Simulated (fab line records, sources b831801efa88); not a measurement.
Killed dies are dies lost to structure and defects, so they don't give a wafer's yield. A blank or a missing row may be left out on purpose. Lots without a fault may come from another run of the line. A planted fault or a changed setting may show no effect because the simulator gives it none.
One fault seen from 2 desks | flow sky130 | each desk has only its own numbers; what lay behind them comes last

THE METROLOGY DESK
What the gauges read, lot by lot, whatever tool the lot ran on: means of the sampled wafers that have a number. A lot is out of limits, marked OUT, if its mean lies more than 4 standard deviations from the usual mean; the brackets give that distance.
Columns: A = SD_N_RS at SKY_SD_N_RS_MEAS_16, usual 68.59 ohm/sq; B = SD_P_RS at SKY_SD_N_RS_MEAS_17, usual 147.1 ohm/sq; C = LI_CONTACT_HDPCVD_THK at SKY_LI_CONTACT_THK_MEAS_01, usual 929 nm
lot  | first seen here | A               | B               | C
L878 | day 28 12:11    | 68.67           | 147.0           | 925
L880 | day 28 21:34    | 68.73           | 147.3           | 914
L879 | day 28 22:49    | 68.58           | 146.8           | 928
L881 | day 29 11:21    | 68.55           | 146.9           | 930
L882 | day 30 00:35    | 68.53           | 147.4           | 920
L886 | day 31 14:31    | 68.68           | 147.5           | 928
L890 | day 32 19:22    | 71.78 (+29) OUT | 166.0 (+52) OUT | 933
L892 | day 33 08:14    | 71.88 (+30) OUT | 165.5 (+51) OUT | 926
L893 | day 33 09:33    | 68.58           | 147.4           | 943
L895 | day 34 09:40    | 68.61           | 146.6           | 935
L897 | day 34 17:40    | 68.64           | 147.6           | 931
This desk's finding: out of limits on L890, L892; first on L890, day 32 19:22 (SD_N_RS at SKY_SD_N_RS_MEAS_16). In limits: L878, L880, L879, L881, L882, L886, L893, L895, L897.

THE TOOL OWNER'S DESK: rtp_anneal-01
The tool's own readings at SKY_SD_N_RTA_14 (time 2 s): means of the sampled wafers that have a number, for each lot that ran on this tool. A lot is out of limits, marked OUT, if its mean lies more than 4 standard deviations from the usual mean; the brackets give that distance.
Columns: A = lamp_power_pct at SKY_SD_N_RTA_14, usual 15.73 %; B = wafer_temp_C_max at SKY_SD_N_RTA_14, usual 1077.9
lot  | first seen here | A               | B
L878 | day 28 11:58    | 15.71           | 1076.8
L879 | day 28 22:31    | 15.73           | 1078.8
L882 | day 30 00:25    | 15.74           | 1077.4
L890 | day 32 19:11    | 14.96 (-15) OUT | 1077.2
L892 | day 33 08:03    | 15.04 (-13) OUT | 1077.7
This desk's finding: out of limits on L890, L892; first on L890, day 32 19:11 (lamp_power_pct at SKY_SD_N_RTA_14). In limits: L878, L879, L882.

PUT TOGETHER
The tool owner's desk could have raised an alarm at day 32 19:11, on L890, L892.
The metrology desk could have raised an alarm at day 32 19:22, on L890, L892.
Of the lots named, all ran SKY_SD_N_RTA_14 on rtp_anneal-01.

WHAT THE SIMULATOR HAD PUT IN
Process parameter drift: rtp_anneal-01, from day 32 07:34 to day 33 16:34, at SKY_SD_N_RTA_14. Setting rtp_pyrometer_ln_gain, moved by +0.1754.
Lots struck among those shown: L890, L892.
Hours from the fault's start to each desk's first reading out of limits: the tool owner's desk, 12; the metrology desk, 12.
